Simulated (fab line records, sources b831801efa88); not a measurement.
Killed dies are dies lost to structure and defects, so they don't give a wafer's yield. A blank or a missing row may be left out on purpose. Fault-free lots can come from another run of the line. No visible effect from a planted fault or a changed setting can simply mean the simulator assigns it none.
Problem report in the 8D (eight disciplines) form, filled by code || flow gf180mcu || the parts of the form that need people (team, actions taken, sign-off) are left out

## 1. PROBLEM STATEMENT
At GF_TOP_METAL_COAT_09, spin speed rpm averages 3128.4 rpm over 6 wafers from 2 lots, while fault-free wafers read 3000.0 rpm, standard deviation 1.7. That is +76 standard deviations from the usual mean.
The step: resist thk 1500 nm.
The first sign was on wafer L801.1 at day 31 03:55, on litho track-01. The record has a number at this step for 33 wafers belonging to 11 lots. Rule for "out", or "out of limits": more than 4 standard deviations from the usual mean. The other wafers with a number count as sound.

## 2. WHAT IT IS, AND WHAT IT ISN'T
{"question": "which readings at this step", "is": "spin speed rpm", "is not": "-"}
{"question": "which lots", "is": "L801, L802", "is not": "L790, L792, L793, L794, L795, L797, L800, L807, L810"}
{"question": "which wafers of those lots", "is": "all that have a number", "is not": "-"}
{"question": "read on which tools", "is": "litho track-01", "is not": "litho track-03, litho track-04"}
{"question": "when", "is": "from day 31 03:55", "is not": "up to then (21 sound wafers); but 6 sound wafers of L807, L810 came after"}

## 3. THE SUSPECTS, EACH WITH WHAT RULES IT OUT
Counting: any tool at a process step up to the reading is kept as a suspect provided that every lot that is out went through it and no sound lot did after the first of them.
- plasma asher-04 at GF_V5_STRIP_18 (strips in O2/N2): kept. All lots that are out passed through it, beginning with L801 at day 30 18:13, and no sound lot followed; its final sound lot before that point was L794 at day 28 11:43.
- pvd sputter-01 at GF_TOP_METAL_SPUTTER_01 (material TiN, target thk 30 nm, time 25 s): ruled out as a lasting fault. Sound lots L807, L810 ran on it after its first lot that is out, L801 (day 30 19:32).
- litho track-01 at GF_TOP_METAL_COAT_09 (resist thk 1500 nm): kept. All lots that are out passed through it, beginning with L801 at day 31 03:55, and no sound lot followed; its final sound lot before that point was L797 at day 30 00:50. Its own spin speed rpm readings are out on those wafers.
Left after counting: plasma asher-04 at GF_V5_STRIP_18, litho track-01 at GF_TOP_METAL_COAT_09.

## 4. THE CAUSE (what the simulator had put in)
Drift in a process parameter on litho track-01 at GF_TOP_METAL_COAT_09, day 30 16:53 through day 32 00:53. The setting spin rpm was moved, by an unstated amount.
Counting leaves 2 suspects; this tool is one of them.

## 5. THE CHAIN OF EFFECTS, in route order
Each row: a reading where the mean over the struck wafers with a number is more than 3 standard deviations away from the usual. Readings are gone through only where the record gives a usual standard deviation; hours: the median, over the lots, of the time from a lot's start at the first step in this table giving one to that lot's start at this step; sigmas: the change measured in usual standard deviations.
{"hours": 0, "step": "GF_TOP_METAL_COAT_09", "reading": "spin speed rpm", "usual": "3000.0 rpm", "on struck wafers": 3128.4, "change": "+128.4", "sigmas": "+76"}
It contains these process steps:
- GF_TOP_METAL_COAT_09: resist thk 1500 nm.

## 6. HOW IT WOULD HAVE BEEN CAUGHT EARLIER
In this record no reading fell out of limits until day 31 03:55, 11 hours after the fault had begun at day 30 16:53.
